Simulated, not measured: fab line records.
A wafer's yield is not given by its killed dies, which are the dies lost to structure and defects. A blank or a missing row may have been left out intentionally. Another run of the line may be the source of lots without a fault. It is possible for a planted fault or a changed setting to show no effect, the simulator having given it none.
Code-filled problem report in 8D (eight disciplines) form    flow sky130    the parts of the form that need people (team, actions taken, sign-off) are left out

== 1. THE PROBLEM ==
SKY_METAL3_ETCH_17, rf fwd power W: mean 1714 W over 1 wafer from 1 lot; wafers with no fault: 1466 W, standard deviation 5.3. That puts it +47 standard deviations away from the usual mean.
The step: etches SiO2 in C4F8/O2/Ar, stops on TiN, time 3.9 s, target depth 15 nm.
First observed at day 40 16:20: wafer L419.3, on rie diel-04. At this step, 36 wafers from 12 lots have a number in the record. Rule for "out" (also "out of limits"): further than 4 standard deviations from the usual mean. All remaining wafers that have a number are taken as sound.

== 2. WHAT IT IS, WHAT IT ISN'T ==
question                     is                 is not
which readings at this step  rf fwd power W     bias w, oes product au
which lots                   L419               L413, L414, L415, L416, L417, L418, L420, L425, L428, L432, L436
which wafers of those lots   L419.3             L419.5, L419.6
read on which tools          rie diel-04        rie diel-02, rie diel-03
when                         from day 40 16:20  up to then (17 sound wafers); but 18 sound wafers of L418, L420, L425, L428, L432, L436 came after

== 3. THE SUSPECTS, EACH WITH WHAT RULES IT OUT ==
Counting: if a tool at a process step up to the reading ran every lot that is out, it stays a suspect. Sound lots after the first of them don't rule it out here, since some wafers of a struck lot are sound.
- rie diel-04 at SKY_METAL3_ETCH_17 (etches SiO2 in C4F8/O2/Ar, stops on TiN, time 3.9 s, target depth 15 nm): kept. The lot that is out, L419, ran on it at day 40 16:20; the last sound lot it ran before that was L413, at day 40 09:08. Its own rf fwd power W readings are out on those wafers.
- Within rie diel-04 at SKY_METAL3_ETCH_17: the wafers that are out ran in chamber 3; their sound lot-mates ran in chambers 1, 2.
Left after counting: rie diel-04 at SKY_METAL3_ETCH_17.

== 4. THE CAUSE (what the simulator had put in) ==
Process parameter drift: rie diel-04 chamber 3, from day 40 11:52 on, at SKY_METAL3_ETCH_17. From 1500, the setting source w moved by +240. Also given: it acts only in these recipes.
This tool alone remained once counting was done.

== 5. THE CHAIN OF EFFECTS, in route order ==
Rows list readings where the struck wafers' mean (over those with a number) sits beyond 3 standard deviations from the usual. Scope: only readings with a usual standard deviation given in the record; hours: median across lots of the time from each lot's start at the first step in this table that gives one to its start at this step; sigmas: change in usual standard deviations.
hours  step                reading         usual   on struck wafers  change  sigmas
0      SKY_METAL3_ETCH_17  rf fwd power W  1466 W  1714              +248    +47
Its process steps:
- SKY_METAL3_ETCH_17: etches SiO2 in C4F8/O2/Ar, stops on TiN, time 3.9 s, target depth 15 nm.

== 6. WHAT WOULD HAVE CAUGHT IT SOONER ==
In this record the first reading out of limits was taken at day 40 16:20, 4 hours after the fault began at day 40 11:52.
